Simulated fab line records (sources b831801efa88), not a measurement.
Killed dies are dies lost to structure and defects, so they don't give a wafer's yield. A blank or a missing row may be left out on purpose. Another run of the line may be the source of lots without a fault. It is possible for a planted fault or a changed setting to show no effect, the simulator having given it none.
What tool caused it? | flow sky130 | at 1 step of a route of 708, 14 lots with 42 wafers sampled

== WHAT THE GAUGES SHOWED, per wafer ==
Not one reading of a measure or inspect step in the record can be checked against a usual standard deviation.

== WHICH TOOL RAN EACH LOT (tool, then ch and the chambers of the sampled wafers, then the start) ==
lot  | SKY_METAL2_SPUTTER_03
L240 | pvdSputter-03, day 33 21:29
L241 | pvdSputter-02, day 34 16:28
L243 | pvdSputter-03, day 34 21:34
L244 | pvdSputter-02, day 35 09:35
L245 | pvdSputter-03, day 35 13:33
L247 | pvdSputter-03, day 36 09:42
L253 | pvdSputter-01, day 40 02:52
L254 | pvdSputter-03, day 40 04:44
L259 | pvdSputter-03, day 40 05:05
L258 | pvdSputter-01, day 40 05:23
L257 | pvdSputter-03, day 40 05:41
L261 | pvdSputter-02, day 40 08:10
L262 | pvdSputter-02, day 40 11:26
L263 | pvdSputter-03, day 40 17:59
- SKY_METAL2_SPUTTER_03: material Ti, target thk 5 nm, time 3.3 s.

== AS READ BY THE TOOLS THEMSELVES (means over the sampled wafers that have a number; for cases with no such wafer, the mark the record gives instead) ==
SKY_METAL2_SPUTTER_03.
lot  | tool          | cathodeDcPowerW (W) | chamberPressurePa (Pa) | throttleValvePct (%)
L240 | pvdSputter-03 | 2999.7              | 0.4001                 | 29.3
L241 | pvdSputter-02 | 3000.2              | 0.4001                 | 30.8
L243 | pvdSputter-03 | 2999.4              | 0.4007                 | 30.3
L244 | pvdSputter-02 | -                   | -                      | -
L245 | pvdSputter-03 | -                   | -                      | -
L247 | pvdSputter-03 | 3000.1              | 0.4000                 | 30.2
L253 | pvdSputter-01 | 2999.8              | 0.3999                 | 29.6
L254 | pvdSputter-03 | 2999.7              | 0.3996                 | 30.1
L259 | pvdSputter-03 | 3000.6              | 0.4005                 | 30.4
L258 | pvdSputter-01 | 3000.1              | 0.4002                 | 30.2
L257 | pvdSputter-03 | 3000.4              | 0.4008                 | 31.1
L261 | pvdSputter-02 | 3000.3              | 0.4006                 | 31.1
L262 | pvdSputter-02 | 3000.8              | 0.3995                 | 31.2
L263 | pvdSputter-03 | 3000.2              | 0.3997                 | 30.4

== THE ANSWER, worked out from the rows above alone ==
Rule: usual is defined by the lots themselves. Put in order of their means at a reading, lots are off if they are a third of the lots or fewer, leave a main group of 4 or more, and stand apart from it by a gap of 3 or more times the standard deviation of the main group's means; of several such gaps the widest counts. A main group is skipped when, at the precision printed for the reading in the tables above, its means are all equal. A lot without any number at a reading at which 4 lots or more have one is off too. The other lots that the step has rows for count as sound. First the gauges in route order, then the tools' own readings, where a lot's mean is used as printed above. The first step at which some lot is off is used, and at that step the reading that is off furthest; a lot without a number counts as furthest.
Off at SKY_METAL2_SPUTTER_03 (cathodeDcPowerW): L244, L245. Without a number there: L244, L245. The main group: mean 3000.1 W, standard deviation 0.39.
If a tool, at that step or one of the process steps before it, ran each lot that is off and ran no sound lot following the first of them, it fits. None of those tried fits.

== WHAT WAS PUT IN BY THE SIMULATOR ==
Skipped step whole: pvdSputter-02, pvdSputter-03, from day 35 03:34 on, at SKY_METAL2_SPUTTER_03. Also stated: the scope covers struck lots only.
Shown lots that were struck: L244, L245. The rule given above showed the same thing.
